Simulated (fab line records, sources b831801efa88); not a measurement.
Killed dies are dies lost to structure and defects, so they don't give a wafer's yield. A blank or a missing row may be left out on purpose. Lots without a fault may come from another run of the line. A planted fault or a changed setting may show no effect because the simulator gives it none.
One fault seen from 2 desks | flow sky130 | each desk has only its own numbers; what lay behind them comes last

THE TOOL OWNER'S DESK: iline_stepper-02
The tool's own readings at SKY_LDD_HVP_EXPOSE_04 (exposes mask HVPTM, target cd 700 nm): means of the sampled wafers that have a number, for each lot that ran on this tool. A lot is out of limits, marked OUT, if its mean lies more than 4 standard deviations from the usual mean; the brackets give that distance.
Columns: A = exposure_dose_mJ_cm2 at SKY_LDD_HVP_EXPOSE_04, usual 85.99; B = focus_offset_nm at SKY_LDD_HVP_EXPOSE_04, usual 0.0 nm; C = reticle_temp_C at SKY_LDD_HVP_EXPOSE_04, usual 22.99 C
lot  | first seen here | A     | B    | C
L792 | day 22 20:20    | 86.02 | -0.5 | 22.96
L794 | day 23 14:52    | 86.04 | 0.0  | 22.90
L807 | day 27 21:05    | 85.94 | 0.0  | 23.16
This desk's finding: nothing out of limits on any of the 3 lots.

THE METROLOGY DESK
What the gauges read, lot by lot, whatever tool the lot ran on: means of the sampled wafers that have a number. A lot is out of limits, marked OUT, if its mean lies more than 4 standard deviations from the usual mean; the brackets give that distance.
Columns: A = NWELL_RS at SKY_NWELL_RS_MEAS_29, usual 625.5 ohm/sq; B = GATE_OXIDE_TW at SKY_GATE_OXIDE_TW_MEAS_14, usual 224.4; C = POLY_CUT_OVL at SKY_POLY_CUT_OVL_MEAS_09, usual 1 nm
lot  | first seen here | A     | B     | C
L788 | day 5 08:35     | 626.0 | 225.6 | -5
L789 | day 5 15:49     | 624.2 | 227.2 | -7
L791 | day 6 04:03     | 626.8 | 225.3 | 0
L792 | day 6 08:03     | 626.3 | 222.2 | -5
L794 | day 6 20:32     | 625.8 | 224.0 | 17
L795 | day 7 06:16     | 621.8 | 223.9 | 1
L796 | day 7 08:26     | 625.5 | 224.9 | 8
L797 | day 7 16:57     | 625.9 | 225.8 | 4
L798 | day 7 20:05     | 625.2 | 223.8 | -5
L799 | day 8 01:22     | 626.8 | 223.5 | -3
L807 | day 10 02:54    | 624.0 | 225.1 | 10
L808 | day 10 06:02    | 624.7 | 222.6 | 3
L810 | day 11 03:12    | 627.0 | 226.0 | 8
L811 | day 11 13:03    | 626.9 | 223.9 | 13
This desk's finding: nothing out of limits on any of the 14 lots.

PUT TOGETHER
The tool owner's desk saw nothing out of limits.
The metrology desk saw nothing out of limits.

WHAT THE SIMULATOR HAD PUT IN
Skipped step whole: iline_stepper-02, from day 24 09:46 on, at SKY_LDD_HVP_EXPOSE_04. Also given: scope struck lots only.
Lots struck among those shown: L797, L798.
